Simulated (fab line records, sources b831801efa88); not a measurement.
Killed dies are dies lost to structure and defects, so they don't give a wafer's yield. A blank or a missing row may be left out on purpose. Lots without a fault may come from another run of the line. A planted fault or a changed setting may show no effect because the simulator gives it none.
Which tool did it? | flow gf180mcu | 12 lots, 36 wafers sampled, at 6 steps of a route of 602

WHAT THE GAUGES READ, wafer by wafer
GF_STI_THK_MEAS_24. Usual: STI_CVD_23_THK 651 nm, standard deviation 7.5.
lot  | measured    | on            | STI_CVD_23_THK (nm) | flag
L602 | day 2 08:43 | film_metro-04 | 643 646 642         |
L604 | day 2 18:56 | film_metro-02 | 650 650 646         |
L605 | day 3 00:29 | film_metro-04 | 645 643 645         |
L606 | day 3 04:44 | film_metro-02 | 654 638 645         |
L609 | day 3 21:07 | film_metro-03 | 648 646 641         |
L611 | day 4 07:05 | film_metro-04 | 657 652 645         |
L612 | day 4 12:17 | film_metro-04 | 647 640 651         |
L614 | day 4 22:22 | film_metro-02 | 663 651 648         |
L618 | day 5 19:11 | film_metro-04 | 648 657 654         |
L620 | day 6 06:25 | film_metro-03 | 658 669 657         |
L623 | day 6 20:47 | film_metro-03 | 645 658 648         |
L624 | day 7 06:32 | film_metro-03 | 648 665 655         |

GF_STI_THK_MEAS_30. Usual: STI_OXIDATION_02_THK 10.05 nm, standard deviation 0.21.
lot  | measured    | on            | STI_OXIDATION_02_THK (nm) | flag
L602 | day 2 11:04 | film_metro-03 | 9.99 10.01 9.81           |
L604 | day 2 22:31 | film_metro-03 | 9.58 9.60 9.60            |
L605 | day 3 03:15 | film_metro-04 | 9.94 9.85 9.98            |
L606 | day 3 07:04 | film_metro-03 | 9.66 9.81 9.89            |
L609 | day 3 23:28 | film_metro-03 | 10.19 10.24 10.17         |
L611 | day 4 09:26 | film_metro-04 | 9.83 9.98 9.91            |
L612 | day 4 15:55 | film_metro-02 | 9.84 9.82 9.82            |
L614 | day 5 00:43 | film_metro-02 | 10.27 10.08 10.28         |
L618 | day 5 21:55 | film_metro-04 | 10.21 10.14 10.28         |
L620 | day 6 09:04 | film_metro-04 | 10.48 10.35 10.33         |
L623 | day 6 23:08 | film_metro-03 | 9.92 10.14 9.94           |
L624 | day 7 10:48 | film_metro-03 | 10.12 10.32 10.29         |

GF_MVSD_TW_MEAS_11. Usual: MVSD_TW 1582, standard deviation 13.
lot  | measured     | on            | MVSD_TW        | flag
L602 | day 4 16:05  | film_metro-01 | 1566 1564 1568 |
L604 | day 5 05:02  | film_metro-02 | 1589 1597 1592 |
L605 | day 5 09:49  | film_metro-01 | 1570 1561 1567 |
L606 | day 5 15:16  | film_metro-01 | 1562 1569 1572 |
L609 | day 6 08:37  | film_metro-01 | 1569 1575 1580 |
L611 | day 6 20:13  | film_metro-01 | 1541 1530 1532 | OFF
L612 | day 7 03:32  | film_metro-01 | 1531 1522 1534 | OFF
L614 | day 7 14:21  | film_metro-04 | 1594 1585 1591 |
L618 | day 8 12:59  | film_metro-04 | 1594 1598 1601 |
L620 | day 9 01:52  | film_metro-04 | 1597 1599 1598 |
L623 | day 9 18:08  | film_metro-02 | 1596 1592 1587 |
L624 | day 10 05:58 | film_metro-02 | 1591 1596 1595 |

GF_VT_IMPLANT_RS_MEAS_46: measures by four-point-probe. Usual: MVSD_RS 456.8 ohm/sq, standard deviation 1.4.
lot  | measured     | on            | MVSD_RS (ohm/sq)  | flag
L602 | day 7 20:06  | film_metro-04 | 456.0 456.2 456.7 |
L604 | day 8 09:52  | film_metro-04 | 456.6 455.9 455.9 |
L605 | day 8 17:19  | film_metro-04 | 455.0 456.1 455.3 |
L606 | day 8 23:07  | film_metro-01 | 458.0 458.5 458.5 |
L609 | day 9 17:55  | film_metro-01 | 455.9 455.5 455.3 |
L611 | day 10 08:14 | film_metro-02 | 512.2 512.2 512.1 | OFF
L612 | day 10 16:18 | film_metro-02 | 512.3 513.7 512.9 | OFF
L614 | day 11 03:46 | film_metro-04 | 457.3 455.6 457.2 |
L618 | day 12 06:35 | film_metro-01 | 455.1 454.0 454.9 |
L620 | day 12 21:58 | film_metro-01 | 458.4 459.1 456.8 |
L623 | day 13 16:34 | film_metro-02 | 456.0 457.0 456.6 |
L624 | day 14 06:20 | film_metro-01 | 458.1 457.0 457.6 |

WHICH TOOL RAN EACH LOT (tool, then ch and the chambers of the sampled wafers, then the start)
lot  | GF_LVPWELL_STRIP_10                 | GF_MVSD_IMPLANT_09
L602 | plasma_asher-04 ch 0,1, day 4 02:37 | implanter-02 ch 0, day 4 15:51
L604 | plasma_asher-02 ch 0,1, day 4 14:43 | implanter-03 ch 0, day 5 04:49
L605 | plasma_asher-02 ch 0,1, day 4 19:04 | implanter-03 ch 0, day 5 09:34
L606 | plasma_asher-04 ch 0, day 5 00:40   | implanter-04 ch 0, day 5 15:01
L609 | plasma_asher-04 ch 0,1, day 5 17:10 | implanter-04 ch 0, day 6 08:22
L611 | plasma_asher-04 ch 0,1, day 6 05:10 | implanter-04 ch 0, day 6 19:58
L612 | plasma_asher-02 ch 0,1, day 6 12:07 | implanter-04 ch 0, day 7 03:18
L614 | plasma_asher-04 ch 0,1, day 6 21:50 | implanter-03 ch 0, day 7 13:58
L618 | plasma_asher-04 ch 0,1, day 7 20:34 | implanter-02 ch 0, day 8 12:45
L620 | plasma_asher-04 ch 0,1, day 8 08:13 | implanter-02 ch 0, day 9 01:37
L623 | plasma_asher-02 ch 0,1, day 9 00:58 | implanter-03 ch 0, day 9 17:55
L624 | plasma_asher-01 ch 0,1, day 9 11:46 | implanter-02 ch 0, day 10 05:43
- GF_LVPWELL_STRIP_10: strips in O2/N2.
- GF_MVSD_IMPLANT_09

WHAT THE TOOLS THEMSELVES READ (means of the sampled wafers that have a number; where no wafer has one, the mark that the record gives instead)
GF_LVPWELL_STRIP_10. Usual: drypump_motor_current_A 5.44 A, standard deviation 0.29; heater_power_w 338 W, standard deviation 24; oes_product_au 0.722 a.u., standard deviation 0.0043; platen_temp_c 249.99 C, standard deviation 0.18; strip_time_to_endpoint_s 36.96 s, standard deviation 0.1.
lot  | tool            | drypump_motor_current_A (A) | heater_power_w (W) | oes_product_au (a.u.) | platen_temp_c (C) | strip_time_to_endpoint_s (s) | flag
L602 | plasma_asher-04 | 5.36                        | 363                | 0.722                 | 249.89            | 36.85                        |
L604 | plasma_asher-02 | 5.23                        | 323                | 0.720                 | 250.16            | 36.95                        |
L605 | plasma_asher-02 | 5.21                        | 311                | 0.724                 | 250.04            | 37.16                        |
L606 | plasma_asher-04 | 5.33                        | 345                | 0.721                 | 249.91            | 37.00                        |
L609 | plasma_asher-04 | 5.35                        | 350                | 0.721                 | 249.90            | 36.91                        |
L611 | plasma_asher-04 | 5.34                        | 361                | 0.728                 | 249.84            | 36.92                        |
L612 | plasma_asher-02 | 5.22                        | 327                | 0.721                 | 250.11            | 37.06                        |
L614 | plasma_asher-04 | 5.34                        | 358                | 0.725                 | 249.82            | 36.84                        |
L618 | plasma_asher-04 | 5.33                        | 354                | 0.723                 | 249.78            | 36.88                        |
L620 | plasma_asher-04 | 5.33                        | 355                | 0.722                 | 250.01            | 36.91                        |
L623 | plasma_asher-02 | 5.20                        | 318                | 0.722                 | 250.03            | 37.01                        |
L624 | plasma_asher-01 | 5.90                        | 321                | 0.722                 | 249.88            | 36.92                        |

GF_MVSD_IMPLANT_09. Usual: beam_energy_keV 99.99, standard deviation 0.03; dose_ions_cm2 4.999e+12, standard deviation 5.6e+09; faraday_current_uA 28.2, standard deviation 0.52.
lot  | tool         | beam_energy_keV | dose_ions_cm2 | faraday_current_uA | flag
L602 | implanter-02 | 100.00          | 4.994e+12     | 28.2               |
L604 | implanter-03 | 100.03          | 4.999e+12     | 28.2               |
L605 | implanter-03 | 99.96           | 5.000e+12     | 28.2               |
L606 | implanter-04 | 99.97           | 4.998e+12     | 28.3               |
L609 | implanter-04 | 100.01          | 5.005e+12     | 28.2               |
L611 | implanter-04 | 100.06          | 2.098e+12     | 11.9               | OFF
L612 | implanter-04 | 99.99           | 2.098e+12     | 11.7               | OFF
L614 | implanter-03 | 99.99           | 5.000e+12     | 28.2               |
L618 | implanter-02 | 100.00          | 5.000e+12     | 29.0               |
L620 | implanter-02 | 99.99           | 5.000e+12     | 28.6               |
L623 | implanter-03 | 100.01          | 4.993e+12     | 28.3               |
L624 | implanter-02 | 100.03          | 4.996e+12     | 28.0               |

THE ANSWER, worked out from the rows above alone
Rule: a lot is off if the mean of its wafers that have a number lies more than 3 standard deviations from the usual mean. A lot without any number at a reading at which 4 lots or more have one is off too. The other lots that the step has rows for count as sound. The gauges are gone through in route order, then the tools' own readings, and for those a lot's mean is taken as printed above. The first step at which some lot is off is used, and at that step the reading that is off furthest; a lot without a number counts as furthest.
Off: L611, L612, at GF_MVSD_TW_MEAS_11 (MVSD_TW).
A tool fits if, at a process step before that reading, it ran every lot that is off, and no sound lot after the first of them. The gauges at GF_MVSD_TW_MEAS_11 aren't tried: what is off there is off at GF_VT_IMPLANT_RS_MEAS_46 too, on other tools, and a gauge's error can't cause that. One fits: implanter-04 at GF_MVSD_IMPLANT_09. Its last sound lot is L609 (day 6 08:22), its first lot that is off L611 (day 6 19:58): a fault that began between those two fits.
The tool's own readings at GF_MVSD_IMPLANT_09 bear it out: on the lots that are off they differ by more than 5 times the standard deviation of the sound lots' means. dose_ions_cm2 reads 2.098e+12 there against 4.998e+12 on the sound lots; faraday_current_uA reads 11.8 there against 28.3 on the sound lots.

WHAT THE SIMULATOR HAD PUT IN
Process parameter drift: implanter-04, from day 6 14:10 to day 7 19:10, at GF_MVSD_IMPLANT_09. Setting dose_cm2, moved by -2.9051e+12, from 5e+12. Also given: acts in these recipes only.
Lots struck among those shown: L611, L612. The rule above found the same.
